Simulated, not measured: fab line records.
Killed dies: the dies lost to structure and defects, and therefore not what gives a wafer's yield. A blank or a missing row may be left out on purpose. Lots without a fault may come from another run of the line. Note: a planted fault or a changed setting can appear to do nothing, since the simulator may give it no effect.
Which tool was responsible? + flow gf180mcu + 13 lots with 39 wafers sampled at 4 steps, on a route of 602 steps

## WHAT THE GAUGES SHOWED, per wafer
GF_V4_BOW_MEAS_05. Usual: V4_BOW 134 um, standard deviation 8.5.
| lot  | measured     | on            | V4_BOW (um) | flag |
|------|--------------|---------------|-------------|------|
| L587 | day 23 11:23 | film metro-04 | 136 145 129 |      |
| L588 | day 23 16:46 | film metro-03 | 133 112 134 |      |
| L589 | day 24 00:33 | film metro-04 | 137 150 140 |      |
| L590 | day 24 13:55 | film metro-04 | 126 135 127 |      |
| L591 | day 24 21:55 | film metro-01 | 145 137 131 |      |
| L592 | day 25 06:58 | film metro-03 | 129 134 134 |      |
| L593 | day 25 08:59 | film metro-03 | 142 143 142 |      |
| L595 | day 26 01:04 | film metro-04 | 146 130 134 |      |
| L600 | day 27 18:32 | film metro-01 | 118 138 127 |      |
| L601 | day 28 02:08 | film metro-03 | 125 129 126 |      |
| L608 | day 30 05:40 | film metro-01 | 141 124 125 |      |
| L609 | day 30 15:56 | film metro-01 | 135 136 144 |      |
| L610 | day 30 16:32 | film metro-04 | 126 133 135 |      |

GF_MIM_THK_MEAS_06. Usual: MIM_CVD_05_THK 41.9 nm, standard deviation 0.67.
| lot  | measured     | on            | MIM_CVD_05_THK (nm) | flag |
|------|--------------|---------------|---------------------|------|
| L587 | day 24 10:34 | film metro-04 | 40.9 41.4 41.6      |      |
| L588 | day 24 17:15 | film metro-04 | 42.3 41.6 41.9      |      |
| L589 | day 24 23:47 | film metro-02 | 42.4 41.6 43.3      |      |
| L590 | day 25 13:06 | film metro-02 | 41.7 41.9 42.0      |      |
| L591 | day 25 20:44 | film metro-04 | 41.4 41.4 42.1      |      |
| L592 | day 26 05:43 | film metro-01 | 42.6 43.4 42.3      |      |
| L593 | day 26 08:17 | film metro-04 | 40.6 40.9 42.3      |      |
| L595 | day 26 23:06 | film metro-02 | 41.0 41.0 41.7      |      |
| L608 | day 31 01:02 | film metro-02 | 41.0 41.5 42.0      |      |
| L609 | day 31 11:20 | film metro-01 | 41.7 41.2 41.9      |      |
| L610 | day 31 11:56 | film metro-02 | 42.0 41.5 42.2      |      |

## TOOL THAT RAN EACH LOT (tool first, then ch and the chambers of the sampled wafers, then the start)
| lot  | GF_V4_STRIP_18                       | GF_V4_CMP_26                  |
|------|--------------------------------------|-------------------------------|
| L587 | plasma asher-01 ch 0,1, day 24 09:04 | cmp-02 ch 2,3, day 24 10:00   |
| L588 | plasma asher-03 ch 0,1, day 24 15:46 | cmp-01 ch 0,2, day 24 16:45   |
| L589 | plasma asher-01 ch 0,1, day 24 22:13 | cmp-01 ch 1,2, day 24 23:13   |
| L590 | plasma asher-03 ch 0,1, day 25 11:35 | cmp-02 ch 0,1,3, day 25 12:32 |
| L591 | plasma asher-04 ch 0,1, day 25 19:16 | cmp-01 ch 0,1,3, day 25 20:17 |
| L592 | plasma asher-01 ch 0,1, day 26 04:11 | cmp-02 ch 0,2,3, day 26 05:07 |
| L593 | plasma asher-01 ch 0,1, day 26 06:46 | cmp-01 ch 0,2,3, day 26 07:44 |
| L595 | plasma asher-04 ch 0,1, day 26 21:37 | cmp-02 ch 0,1,2, day 26 22:35 |
| L600 | plasma asher-01 ch 0,1, day 28 14:13 | cmp-01 ch 0,1,2, day 28 15:28 |
| L601 | plasma asher-03 ch 0,1, day 28 21:25 | cmp-01 ch 0,2,3, day 28 22:20 |
| L608 | plasma asher-03 ch 0,1, day 30 23:31 | cmp-02 ch 0,2,3, day 31 00:28 |
| L609 | plasma asher-04 ch 0,1, day 31 09:34 | cmp-02 ch 0,1,2, day 31 10:46 |
| L610 | plasma asher-01 ch 0,1, day 31 10:04 | cmp-02 ch 0,1,3, day 31 11:22 |
- GF_V4_STRIP_18: strips in O2/N2.
- GF_V4_CMP_26: polishes, stops on SiO2, t overpolish 15 s, target thk 0 nm.

## AS READ BY THE TOOLS THEMSELVES (means over the sampled wafers that have a number; for cases with no such wafer, the mark the record gives instead)
GF_V4_STRIP_18. Usual: drypump motor current A 5.8 A, standard deviation 0.34; heater power w 319 W, standard deviation 40; n2 flow sccm 300.0 sccm, standard deviation 0.91; oes product au 0.593 a.u., standard deviation 0.0054.
| lot  | tool            | drypump motor current A (A) | heater power w (W) | n2 flow sccm (sccm) | oes product au (a.u.) | flag |
|------|-----------------|-----------------------------|--------------------|---------------------|-----------------------|------|
| L587 | plasma asher-01 | 5.8                         | 334                | 300.0               | 0.591                 |      |
| L588 | plasma asher-03 | 5.4                         | 338                | 300.0               | 0.597                 |      |
| L589 | plasma asher-01 | 5.7                         | 358                | 300.1               | 0.592                 |      |
| L590 | plasma asher-03 | 5.7                         | 315                | 299.6               | 0.591                 |      |
| L591 | plasma asher-04 | 5.9                         | 290                | 299.9               | 0.595                 |      |
| L592 | plasma asher-01 | 5.7                         | 352                | 299.6               | 0.589                 |      |
| L593 | plasma asher-01 | 5.7                         | 346                | 300.7               | 0.594                 |      |
| L595 | plasma asher-04 | 6.0                         | 272                | 300.1               | 0.593                 |      |
| L600 | plasma asher-01 | 5.7                         | 350                | 300.0               | 0.590                 |      |
| L601 | plasma asher-03 | 5.7                         | 320                | 300.1               | 0.600                 |      |
| L608 | plasma asher-03 | 5.7                         | 324                | 298.9               | 0.595                 |      |
| L609 | plasma asher-04 | 5.9                         | 297                | 299.9               | 0.588                 |      |
| L610 | plasma asher-01 | 5.8                         | 334                | 299.0               | 0.592                 |      |

GF_V4_CMP_26. Usual: motor current A 11.2 A, standard deviation 1.1; overpolish run s 15.001 s, standard deviation 0.0087; time to endpoint s 85 s, standard deviation 5.1.
| lot  | tool   | motor current A (A) | overpolish run s (s) | time to endpoint s (s) | flag |
|------|--------|---------------------|----------------------|------------------------|------|
| L587 | cmp-02 | 10.5                | 14.988               | 84                     |      |
| L588 | cmp-01 | 11.5                | 15.006               | 83                     |      |
| L589 | cmp-01 | 10.8                | 15.006               | 81                     |      |
| L590 | cmp-02 | 11.3                | 15.008               | 79                     |      |
| L591 | cmp-01 | 11.7                | 15.000               | 82                     |      |
| L592 | cmp-02 | 11.1                | 15.006               | 85                     |      |
| L593 | cmp-01 | 11.4                | 14.992               | 83                     |      |
| L595 | cmp-02 | 10.8                | 14.999               | 84                     |      |
| L600 | cmp-01 | 10.8                | 0.042                | 133                    | OFF  |
| L601 | cmp-01 | 11.3                | 0.040                | 129                    | OFF  |
| L608 | cmp-02 | 11.2                | 15.008               | 82                     |      |
| L609 | cmp-02 | 10.5                | 14.996               | 82                     |      |
| L610 | cmp-02 | 11.2                | 15.006               | 77                     |      |

## THE ANSWER, worked out from the rows above alone
Rule: a lot counts as off when the mean over its wafers that have a number is more than 3 standard deviations away from the usual mean. A lot without any number at a reading at which 4 lots or more have one is off too. Where the step has rows for the other lots, those lots are counted as sound. First the gauges in route order, then the tools' own readings, where a lot's mean is used as printed above. The first step at which some lot is off is used, and at that step the reading that is off furthest; a lot without a number counts as furthest.
Off, at GF_V4_CMP_26 on overpolish run s: L600, L601.
A tool fits if, at that step or a process step before it, it ran every lot that is off, and no sound lot after the first of them. One fits: cmp-01 at GF_V4_CMP_26. Its last sound lot is L593 (day 26 07:44), its first lot that is off L600 (day 28 15:28): a fault that began between those two fits.
The tool's own readings at GF_V4_CMP_26 bear it out: on the lots that are off they differ by more than 5 times the standard deviation of the sound lots' means. overpolish run s reads 0.041 s there against 15.001 s on the sound lots; time to endpoint s reads 131 s there against 82 s on the sound lots.

## WHAT THE SIMULATOR HAD PUT IN
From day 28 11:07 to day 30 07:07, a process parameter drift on cmp-01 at GF_V4_CMP_26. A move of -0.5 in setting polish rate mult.
Struck lots among those shown: L600, L601. The rule above reached the same finding.
